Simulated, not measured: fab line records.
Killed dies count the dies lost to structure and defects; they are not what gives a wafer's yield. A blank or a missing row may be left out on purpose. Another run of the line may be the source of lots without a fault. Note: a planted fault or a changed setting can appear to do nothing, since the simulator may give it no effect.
Problem report, 8D (eight disciplines) form, completed by code :: flow gf180mcu :: the parts of the form that need people (team, actions taken, sign-off) are left out

1. WHAT IS WRONG
Wafers without a fault read 6500.0 W with a standard deviation of 1.1, while cathode_dc_power_W at GF_M4_SPUTTER_04 averages 5855.6 W across 2 wafers of 1 lot. That is -99 or more standard deviations from the usual mean.
The step: material TiN, target thk 50 nm, time 41.7 s.
First seen on wafer L229.4, day 28 12:46, on pvd_sputter-03. The record holds 39 wafers of 13 lots with a number at this step. Rule for "out", or "out of limits": more than 4 standard deviations from the usual mean. The other wafers with a number count as sound.

2. WHAT IT IS; WHAT IT IS NOT
question: which readings at this step
is: cathode_dc_power_W
is not: throttle_valve_pct

question: which lots
is: L229
is not: L211, L213, L214, L217, L218, L219, L224, L226, L227, L230, L231, L234

question: which wafers of those lots
is: L229.4, L229.5
is not: L229.1

question: read on which tools
is: pvd_sputter-03
is not: pvd_sputter-02, pvd_sputter-04

question: when
is: from day 28 12:46
is not: up to then (28 sound wafers); but 9 sound wafers of L230, L231, L234 came after

3. THE SUSPECTS, EACH WITH WHAT RULES IT OUT
Counting: if a tool at a process step up to the reading ran every lot that is out, it stays a suspect. Sound lots after the first of them don't rule it out here, since some wafers of a struck lot are sound.
- pvd_sputter-01 at GF_M3_SPUTTER_00 (material Ti, target thk 37.5 nm, time 150 s): kept. L229, the lot that is out, went through it at day 26 16:40; up to then, the latest sound lot through it was L226 at day 25 18:08.
- pvd_sputter-03 at GF_M4_SPUTTER_00 (material Ti, target thk 37.5 nm, time 150 s): kept. L229, the lot that is out, went through it at day 28 12:35; up to then, the latest sound lot through it was L227 at day 27 22:53.
- pvd_sputter-03 at GF_M4_SPUTTER_04 (material TiN, target thk 50 nm, time 41.7 s): kept. L229, the lot that is out, went through it at day 28 12:46; up to then, the latest sound lot through it was L227 at day 27 23:05. On those wafers its own readings are out: cathode_dc_power_W.
The count leaves pvd_sputter-01 at GF_M3_SPUTTER_00, pvd_sputter-03 at GF_M4_SPUTTER_00, and pvd_sputter-03 at GF_M4_SPUTTER_04.

4. THE CAUSE (what the simulator had put in)
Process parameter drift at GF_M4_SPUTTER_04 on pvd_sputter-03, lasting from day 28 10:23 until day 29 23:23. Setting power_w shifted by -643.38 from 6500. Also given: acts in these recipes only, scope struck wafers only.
Of the 3 suspects that counting leaves, this tool is one.

5. SEQUENCE OF EFFECTS, ordered by route
Each row: a reading where the mean over the struck wafers with a number is more than 3 standard deviations away from the usual. Scope: only readings with a usual standard deviation given in the record; hours: median across lots of the time from each lot's start at the first step in this table that gives one to its start at this step; sigmas: change in usual standard deviations.
hours: 0
step: GF_M4_SPUTTER_04
reading: cathode_dc_power_W
usual: 6500.0 W
on struck wafers: 5855.6
change: -644.4
sigmas: -99 or more
It contains these process steps:
- GF_M4_SPUTTER_04: material TiN, target thk 50 nm, time 41.7 s.

6. WHAT WOULD HAVE CAUGHT IT SOONER
2 hours passed between the start of the fault at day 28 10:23 and the first reading out of limits in this record, taken at day 28 12:46.
